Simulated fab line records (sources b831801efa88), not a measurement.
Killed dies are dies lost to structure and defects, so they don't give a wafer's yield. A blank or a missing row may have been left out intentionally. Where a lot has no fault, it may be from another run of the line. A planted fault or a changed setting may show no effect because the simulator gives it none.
What tool caused it? | flow sky130 | 13 lots with 39 wafers sampled at 4 steps, on a route of 708 steps

WHAT EACH GAUGE READ, for each wafer
SKY_VT_ADJUST_HVTR_TW_MEAS_11. Usual: VT_ADJUST_HVTR_TW 211.9, standard deviation 1.8.
lot  | measured     | on           | VT_ADJUST_HVTR_TW | flag
L911 | day 9 05:26  | filmMetro-02 | 213.8 214.4 214.0 | 
L912 | day 9 13:41  | filmMetro-03 | 211.6 209.2 210.8 | 
L913 | day 9 21:05  | filmMetro-02 | 214.7 213.7 215.8 | 
L916 | day 11 18:54 | filmMetro-02 | 213.7 212.7 213.3 | 
L915 | day 11 21:04 | filmMetro-02 | 213.0 214.2 213.1 | 
L917 | day 12 02:53 | filmMetro-03 | 209.5 210.0 209.4 | 
L918 | day 12 09:08 | filmMetro-04 | 213.0 212.2 212.9 | 
L921 | day 12 16:10 | filmMetro-04 | 212.6 212.6 213.6 | 
L925 | day 13 18:52 | filmMetro-03 | 210.5 212.1 209.0 | 
L931 | day 15 19:05 | filmMetro-02 | 214.2 213.4 212.7 | 
L932 | day 16 02:14 | filmMetro-04 | 214.5 214.1 213.8 | 
L933 | day 16 06:35 | filmMetro-03 | 210.3 211.3 211.0 | 
L934 | day 16 11:22 | filmMetro-04 | 213.7 214.1 213.4 | 

SKY_VT_ADJUST_PCH_OVL_MEAS_07. Usual: VT_ADJUST_PCH_OVL 0.6 nm, standard deviation 1.3.
lot  | measured     | on         | VT_ADJUST_PCH_OVL (nm) | flag
L911 | day 10 03:31 | overlay-02 | 2.3 1.8 3.9            | 
L912 | day 10 11:44 | overlay-02 | -0.4 0.8 -2.3          | 
L913 | day 10 19:09 | overlay-02 | 1.1 0.8 0.7            | 
L916 | day 12 19:05 | overlay-02 | 1.4 1.7 2.4            | 
L915 | day 12 21:07 | overlay-02 | 1.2 1.0 1.8            | 
L917 | day 13 03:09 | overlay-02 | 0.6 1.5 1.1            | 
L918 | day 13 10:32 | overlay-01 | 0.4 -0.9 0.1           | 
L921 | day 13 17:43 | overlay-01 | 0.8 1.0 1.1            | 
L925 | day 14 20:26 | overlay-02 | -0.5 -1.2 -1.6         | 
L931 | day 16 22:21 | overlay-02 | -0.1 -0.7 -1.2         | 
L932 | day 17 06:13 | overlay-02 | 1.0 0.0 0.5            | 
L933 | day 17 10:29 | overlay-02 | 1.1 3.7 3.3            | 
L934 | day 17 16:00 | overlay-02 | -0.3 0.0 2.4           | 

SKY_LDD_N_OVL_MEAS_07. Usual: LDD_N_OVL -0.3 nm, standard deviation 1.3.
lot  | measured     | on         | LDD_N_OVL (nm) | flag
L911 | day 17 05:52 | overlay-01 | 1.0 -1.3 0.5   | 
L912 | day 17 13:53 | overlay-01 | 1.4 -0.3 -0.1  | 
L913 | day 18 01:07 | overlay-02 | -3.4 -1.5 -2.4 | 
L916 | day 20 12:36 | overlay-02 | -0.3 -0.1 0.2  | 
L915 | day 20 17:00 | overlay-01 | -2.4 -1.2 -2.7 | 
L917 | day 20 20:08 | overlay-01 | -2.0 0.1 -2.2  | 
L918 | day 21 05:31 | overlay-01 | 2.0 2.0 -0.4   | 
L921 | day 21 13:47 | overlay-02 | -1.9 0.0 -0.2  | 
L925 | day 22 23:47 | overlay-01 | 1.1 -0.9 0.5   | 
L931 | day 25 02:20 | overlay-01 | -1.0 -0.1 -0.6 | 
L932 | day 25 09:56 | overlay-02 | 0.4 -0.4 -1.0  | 
L933 | day 25 13:25 | overlay-02 | -2.1 -1.4 0.6  | 
L934 | day 25 23:23 | overlay-02 | -0.1 2.5 0.1   | 

WHAT TOOL EACH LOT RAN ON (gives the tool, then ch and the chambers of the sampled wafers, and finally the start)
lot  | SKY_POLY_GATE_ETCH_17
L911 | rieSi-02 ch 0,2,3, day 15 23:53
L912 | rieSi-01 ch 0,1, day 16 08:16
L913 | rieSi-01 ch 0,1,2, day 16 19:08
L916 | rieSi-01 ch 0,3, day 19 03:05
L915 | rieSi-02 ch 0,3, day 19 08:37
L917 | rieSi-02 ch 2,3, day 19 11:44
L918 | rieSi-01 ch 0,2,3, day 19 20:53
L921 | rieSi-02 ch 1,2, day 20 05:00
L925 | rieSi-01 ch 0,1,3, day 21 16:04
L931 | rieSi-01 ch 0,3, day 23 19:29
L932 | rieSi-02 ch 1,3, day 24 02:53
L933 | rieSi-01 ch 0,1,2, day 24 06:27
L934 | rieSi-02 ch 0,1,3, day 24 16:36
- SKY_POLY_GATE_ETCH_17: etches poly-Si in HBr/Cl2, stops on SiO2, target depth 180 nm, time 70.5 s.

AS READ BY THE TOOLS THEMSELVES (means over the sampled wafers that have a number; for cases with no such wafer, the mark the record gives instead)
SKY_POLY_GATE_ETCH_17. Usual: drypumpMotorCurrentA 5.7 A, standard deviation 0.43; heBacksideLeakSccm 2.6 sccm, standard deviation 0.37; mfcCl2Sccm 50.00 sccm, standard deviation 0.15; oesProductAu 0.984 a.u., standard deviation 0.0079; runLengthS 98.9 s, standard deviation 0.48; throttleValvePct 33.683 %, standard deviation 0.0088.
lot  | tool     | drypumpMotorCurrentA (A) | heBacksideLeakSccm (sccm) | mfcCl2Sccm (sccm) | oesProductAu (a.u.) | runLengthS (s) | throttleValvePct (%) | flag
L911 | rieSi-02 | 6.0                      | 2.7                       | 50.07             | 0.982               | 98.6           | 33.685               | 
L912 | rieSi-01 | 5.4                      | 2.7                       | 50.08             | 0.971               | 99.5           | 33.682               | 
L913 | rieSi-01 | 5.5                      | 2.5                       | 49.90             | 0.982               | 98.9           | 33.681               | 
L916 | rieSi-01 | 5.4                      | 2.5                       | 49.93             | 0.991               | 99.0           | 33.684               | 
L915 | rieSi-02 | 6.4                      | 2.7                       | 49.98             | 0.982               | 98.8           | 33.686               | 
L917 | rieSi-02 | 5.6                      | 2.6                       | 50.09             | 0.984               | 98.5           | 33.683               | 
L918 | rieSi-01 | 5.4                      | 2.4                       | 49.97             | 0.997               | 98.9           | 33.686               | 
L921 | rieSi-02 | 5.6                      | 2.4                       | 49.94             | 0.980               | 98.9           | 33.682               | 
L925 | rieSi-01 | 5.4                      | 2.6                       | 49.90             | 0.973               | 100.4          | 33.675               | OFF
L931 | rieSi-01 | 5.4                      | 2.5                       | 49.99             | 0.987               | 98.8           | 33.690               | 
L932 | rieSi-02 | 6.0                      | 2.7                       | 50.17             | 0.988               | 98.9           | 33.679               | 
L933 | rieSi-01 | 5.5                      | 2.5                       | 49.98             | 0.988               | 98.9           | 33.685               | 
L934 | rieSi-02 | 6.1                      | 2.6                       | 49.96             | 0.992               | 98.8           | 33.678               | 

THE ANSWER, worked out from the rows above alone
Rule: a lot counts as off when the mean over its wafers that have a number is more than 3 standard deviations away from the usual mean. A lot without any number at a reading at which 4 lots or more have one is off too. All remaining lots with rows at the step are treated as sound. After the gauges, taken in route order, come the tools' own readings; for these a lot's mean is taken, as printed above. The first step at which some lot is off is used, and at that step the reading that is off furthest; a lot without a number counts as furthest.
Off: L925 (SKY_POLY_GATE_ETCH_17, runLengthS).
A tool fits if, at that step or a process step before it, it ran every lot that is off, and no sound lot after the first of them. Not one of the candidates tried fits.

WHAT THE SIMULATOR PUT IN
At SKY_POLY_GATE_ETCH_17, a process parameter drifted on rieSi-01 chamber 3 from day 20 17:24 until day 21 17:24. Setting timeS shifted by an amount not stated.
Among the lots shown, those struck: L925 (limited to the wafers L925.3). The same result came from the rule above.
